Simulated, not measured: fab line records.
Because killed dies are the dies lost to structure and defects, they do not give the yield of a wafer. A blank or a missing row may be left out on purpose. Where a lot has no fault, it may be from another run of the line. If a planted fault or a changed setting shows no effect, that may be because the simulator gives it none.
Which tool did it? ; flow sky130 ; 11 lots with 33 wafers sampled at 3 steps, on a route of 708 steps

WHAT THE GAUGES SHOWED, per wafer
SKY_PWDE_TW_MEAS_10.
lot;measured;on;PWDE_TW
L152;day 4 02:14;film metro-02;369 366 368
L153;day 4 03:46;film metro-03;377 375 374
L154;day 4 08:08;film metro-04;374 375 376
L155;day 4 14:55;film metro-04;373 373 372
L156;day 4 20:00;film metro-03;375 375 375
L158;day 5 07:02;film metro-02;371 368 370
L163;day 6 09:39;film metro-03;359 358 357
L164;day 6 15:34;film metro-02;347 347 349
L171;day 8 08:07;film metro-04;376 375 377
L173;day 8 17:20;film metro-03;374 373 373
L174;day 8 23:29;film metro-02;368 369 366

TOOL THAT RAN EACH LOT (tool first, then ch and the chambers of the sampled wafers, then the start)
lot;SKY_FIELD_ISO_ETCH_15;SKY_PWDE_IMPLANT_08
L152;rie diel-02 ch 0,2,3, day 2 04:26;implanter-02 ch 0, day 4 01:59
L153;rie diel-03 ch 0,1,3, day 2 07:32;implanter-02 ch 0, day 4 03:31
L154;rie diel-02 ch 0,2,3, day 2 14:44;implanter-03 ch 0, day 4 07:56
L155;rie diel-02 ch 0,1, day 2 21:47;implanter-02 ch 0, day 4 14:40
L156;rie diel-02 ch 0,1,2, day 3 02:52;implanter-03 ch 0, day 4 19:47
L158;rie diel-04 ch 0,1,2, day 3 12:28;implanter-02 ch 0, day 5 06:47
L163;rie diel-04 ch 2,3, day 4 14:25;implanter-03 ch 0, day 6 09:25
L164;rie diel-03 ch 0,1,3, day 4 20:10;implanter-03 ch 0, day 6 15:19
L171;rie diel-04 ch 0,3, day 6 06:58;implanter-01 ch 0, day 8 07:53
L173;rie diel-02 ch 0,1,2, day 6 17:10;implanter-01 ch 0, day 8 17:07
L174;rie diel-03 ch 1,2,3, day 6 23:56;implanter-01 ch 0, day 8 23:16
- SKY_FIELD_ISO_ETCH_15: etches the open film in CHF3/O2, stops on Si, target depth 180 nm, time 72 s.
- SKY_PWDE_IMPLANT_08

THE ANSWER, worked out from the rows above alone
Rule: the usual values come from the lots themselves. The widest of any qualifying gaps counts: lots, ordered by their means at a reading, are off when they make up no more than a third of the lots, leave a main group of 4 or more, and stand apart from it by 3 or more times the standard deviation of that group's means. The tables above print the reading to a certain number of digits; a main group whose means all agree to those digits is not used. A lot without any number at a reading at which 4 lots or more have one is off too. Where the step has rows for the other lots, those lots are counted as sound.
Off: L163, L164, at SKY_PWDE_TW_MEAS_10 (PWDE_TW). The main group has a mean of 372 with a standard deviation of 3.1.
A tool fits if, at a process step before that reading, it ran every lot that is off, and no sound lot after the first of them. The gauges at SKY_PWDE_TW_MEAS_10 are tried like those tools. One fits: SKY_PWDE_IMPLANT_08 on implanter-03. A fault onset in the window from L156 (day 4 19:47, its last sound lot) to L163 (day 6 09:25, its first lot off) fits.

WHAT THE SIMULATOR HAD PUT IN
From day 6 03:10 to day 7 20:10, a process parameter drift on implanter-03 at SKY_PWDE_IMPLANT_08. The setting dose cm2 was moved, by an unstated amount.
Lots struck among those shown: L163, L164. This agrees with what the rule above found.
